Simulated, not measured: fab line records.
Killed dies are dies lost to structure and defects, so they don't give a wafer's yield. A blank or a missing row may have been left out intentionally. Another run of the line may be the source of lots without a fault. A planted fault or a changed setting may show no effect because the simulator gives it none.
Which tool was responsible?    flow gf180mcu    13 lots, 39 wafers sampled, at 2 steps of a route of 602

## WHAT EACH GAUGE READ, for each wafer
GF_VT_IMPLANT_RS_MEAS_49: measurement is done with a four-point probe. Usual: MVPSD_RS typically reads 1169.3 ohm/sq, with standard deviation 2.8.
lot   measured      on             MVPSD_RS (ohm/sq)     flag
L703  day 8 10:13   film metro-03  1166.5 1172.8 1169.5  
L704  day 8 20:53   film metro-02  1167.8 1166.7 1165.2  
L707  day 9 11:23   film metro-01  1165.0 1165.6 1167.4  
L710  day 9 22:41   film metro-01  1172.4 1173.7 1171.7  
L709  day 10 00:54  film metro-02  1168.4 1167.5 1169.3  
L711  day 10 02:22  film metro-02  1173.6 1176.0 1171.6  
L712  day 10 09:31  film metro-02  1173.2 1171.0 1169.8  
L713  day 10 15:34  film metro-02  1170.5 1169.3 1168.9  
L715  day 11 04:11  film metro-02  1168.8 1169.5 1170.7  
L717  day 11 17:06  film metro-02  1170.8 1169.3 1169.5  
L718  day 11 23:52  film metro-01  1213.4 1215.7 1211.7  OFF
L719  day 12 04:14  film metro-02  1169.4 1167.1 1167.1  
L720  day 12 08:54  film metro-02  1209.6 1211.9 1213.0  OFF

## WHAT TOOL EACH LOT RAN ON (gives the tool, then ch and the chambers of the sampled wafers, and finally the start)
lot   GF_MVPSD_IMPLANT_09
L703  implanter-02 ch 0, day 5 19:33
L704  implanter-04 ch 0, day 6 05:20
L707  implanter-02 ch 0, day 6 19:03
L710  implanter-01 ch 0, day 7 05:17
L709  implanter-04 ch 0, day 7 06:11
L711  implanter-01 ch 0, day 7 08:26
L712  implanter-04 ch 0, day 7 14:53
L713  implanter-01 ch 0, day 7 20:12
L715  implanter-04 ch 0, day 8 07:39
L717  implanter-02 ch 0, day 8 17:16
L718  implanter-04 ch 0, day 9 00:24
L719  implanter-02 ch 0, day 9 03:44
L720  implanter-04 ch 0, day 9 09:02
- GF_MVPSD_IMPLANT_09

## WHAT THE TOOLS THEMSELVES READ (means of the sampled wafers that have a number; where no wafer has one, the mark that the record gives instead)
GF_MVPSD_IMPLANT_09. Usual: beam on s 9.99 s, standard deviation 0.22; faraday current uA 28.2, standard deviation 0.61.
lot   tool          beam on s (s)  faraday current uA  flag
L703  implanter-02  9.98           28.3                
L704  implanter-04  9.97           28.3                
L707  implanter-02  9.95           28.4                
L710  implanter-01  10.13          27.9                
L709  implanter-04  10.01          28.2                
L711  implanter-01  9.93           28.4                
L712  implanter-04  10.31          27.4                
L713  implanter-01  9.57           29.4                
L715  implanter-04  9.98           28.3                
L717  implanter-02  9.93           28.3                
L718  implanter-04  7.90           35.7                OFF
L719  implanter-02  9.95           28.3                
L720  implanter-04  8.03           35.0                OFF

## THE ANSWER, worked out from the rows above alone
Rule: a lot is off if the mean of its wafers that have a number lies more than 3 standard deviations from the usual mean. A lot without any number at a reading at which 4 lots or more have one is off too. The other lots that the step has rows for count as sound. The gauges are gone through in route order, then the tools' own readings, and for those a lot's mean is taken as printed above. At the first step where some lot is off, the reading lying furthest off is the one used; lots without a number count as furthest.
Off: L718, L720, at GF_VT_IMPLANT_RS_MEAS_49 (MVPSD_RS).
If a tool, at a process step before that reading, ran all the lots that are off and no sound lot after the first of them, it fits. Not tried: the gauges at GF_VT_IMPLANT_RS_MEAS_49; whatever is off there is also off at GF_MVPSD_IMPLANT_09, on other tools, and gauge error can't account for it. One fits: GF_MVPSD_IMPLANT_09 on implanter-04. A fault onset in the window from L715 (day 8 07:39, its last sound lot) to L718 (day 9 00:24, its first lot off) fits.
The tool's own readings at GF_MVPSD_IMPLANT_09 bear it out: on the lots that are off they differ by more than 5 times the standard deviation of the sound lots' means. beam on s reads 7.96 s there against 9.97 s on the sound lots; faraday current uA reads 35.4 there against 28.3 on the sound lots.

## WHAT THE SIMULATOR HAD PUT IN
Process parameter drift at GF_MVPSD_IMPLANT_09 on implanter-04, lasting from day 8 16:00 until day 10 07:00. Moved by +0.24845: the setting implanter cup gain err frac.
Struck lots among those shown: L718, L720. The rule above reached the same finding.
